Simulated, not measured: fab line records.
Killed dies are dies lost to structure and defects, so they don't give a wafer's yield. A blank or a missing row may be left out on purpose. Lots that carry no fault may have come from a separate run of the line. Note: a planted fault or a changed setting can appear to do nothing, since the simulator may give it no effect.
What tool caused it? / flow gf180mcu / 14 lots, 42 wafers sampled, at 2 steps of a route of 602

WHAT EACH GAUGE READ, for each wafer
GF_M2_OVL_MEAS_15.
lot=L104; measured=day 20 17:04; on=overlay-01; M2_OVL (nm)=-6 -6 0
lot=L105; measured=day 21 06:52; on=overlay-01; M2_OVL (nm)=-6 -6 -2
lot=L106; measured=day 21 07:49; on=overlay-01; M2_OVL (nm)=-5 -4 -4
lot=L107; measured=day 21 10:56; on=overlay-02; M2_OVL (nm)=-4 -4 -2
lot=L109; measured=day 22 12:19; on=overlay-02; M2_OVL (nm)=9 4 1
lot=L113; measured=day 23 19:46; on=overlay-02; M2_OVL (nm)=-1 -9 -7
lot=L116; measured=day 24 14:44; on=overlay-01; M2_OVL (nm)=7 4 3
lot=L117; measured=day 25 03:07; on=overlay-02; M2_OVL (nm)=4 10 9
lot=L118; measured=day 25 07:37; on=overlay-01; M2_OVL (nm)=-6 -3 -8
lot=L121; measured=day 26 04:01; on=overlay-01; M2_OVL (nm)=12 10 0
lot=L122; measured=day 26 15:25; on=overlay-02; M2_OVL (nm)=7 11 13
lot=L123; measured=day 26 22:20; on=overlay-02; M2_OVL (nm)=7 6 5
lot=L124; measured=day 27 10:37; on=overlay-01; M2_OVL (nm)=1 -7 1
lot=L125; measured=day 27 19:14; on=overlay-02; M2_OVL (nm)=4 6 9

WHICH TOOL RAN EACH LOT (tool, then ch and the chambers of the sampled wafers, then the start)
lot=L104; GF_M2_SPUTTER_04=pvdSputter-02, day 19 15:53
lot=L105; GF_M2_SPUTTER_04=pvdSputter-03, day 20 06:31
lot=L106; GF_M2_SPUTTER_04=pvdSputter-03, day 20 07:28
lot=L107; GF_M2_SPUTTER_04=pvdSputter-03, day 20 10:41
lot=L109; GF_M2_SPUTTER_04=pvdSputter-02, day 21 12:14
lot=L113; GF_M2_SPUTTER_04=pvdSputter-01, day 22 20:56
lot=L116; GF_M2_SPUTTER_04=pvdSputter-03, day 23 15:53
lot=L117; GF_M2_SPUTTER_04=pvdSputter-01, day 24 04:51
lot=L118; GF_M2_SPUTTER_04=pvdSputter-02, day 24 09:40
lot=L121; GF_M2_SPUTTER_04=pvdSputter-02, day 25 06:28
lot=L122; GF_M2_SPUTTER_04=pvdSputter-01, day 25 18:07
lot=L123; GF_M2_SPUTTER_04=pvdSputter-03, day 26 00:50
lot=L124; GF_M2_SPUTTER_04=pvdSputter-02, day 26 12:36
lot=L125; GF_M2_SPUTTER_04=pvdSputter-02, day 26 22:38
- GF_M2_SPUTTER_04: material TiN, target thk 50 nm, time 41.7 s.

AS READ BY THE TOOLS THEMSELVES (means over the sampled wafers that have a number; for cases with no such wafer, the mark the record gives instead)
GF_M2_SPUTTER_04.
lot=L104; tool=pvdSputter-02; throttleValvePct (%)=30.1
lot=L105; tool=pvdSputter-03; throttleValvePct (%)=30.1
lot=L106; tool=pvdSputter-03; throttleValvePct (%)=30.6
lot=L107; tool=pvdSputter-03; throttleValvePct (%)=30.6
lot=L109; tool=pvdSputter-02; throttleValvePct (%)=30.1
lot=L113; tool=pvdSputter-01; throttleValvePct (%)=30.3
lot=L116; tool=pvdSputter-03; throttleValvePct (%)=30.0
lot=L117; tool=pvdSputter-01; throttleValvePct (%)=30.7
lot=L118; tool=pvdSputter-02; throttleValvePct (%)=29.9
lot=L121; tool=pvdSputter-02; throttleValvePct (%)=30.6
lot=L122; tool=pvdSputter-01; throttleValvePct (%)=30.6
lot=L123; tool=pvdSputter-03; throttleValvePct (%)=30.2
lot=L124; tool=pvdSputter-02; throttleValvePct (%)=30.8
lot=L125; tool=pvdSputter-02; throttleValvePct (%)=30.7

THE ANSWER, worked out from the rows above alone
Rule: the usual values come from the lots themselves. The widest of any qualifying gaps counts: lots, ordered by their means at a reading, are off when they make up no more than a third of the lots, leave a main group of 4 or more, and stand apart from it by 3 or more times the standard deviation of that group's means. If all means in a main group match to the digits the tables above print for the reading, that group is not used. A lot without any number at a reading at which 4 lots or more have one is off too. Any other lot the step has rows for is counted as sound. The gauges are gone through in route order, then the tools' own readings, and for those a lot's mean is taken as printed above. The first step at which some lot is off is used, and at that step the reading that is off furthest; a lot without a number counts as furthest.
Across all readings shown, no lot is off: no conclusion can be drawn from this.

WHAT THE SIMULATOR HAD INSERTED
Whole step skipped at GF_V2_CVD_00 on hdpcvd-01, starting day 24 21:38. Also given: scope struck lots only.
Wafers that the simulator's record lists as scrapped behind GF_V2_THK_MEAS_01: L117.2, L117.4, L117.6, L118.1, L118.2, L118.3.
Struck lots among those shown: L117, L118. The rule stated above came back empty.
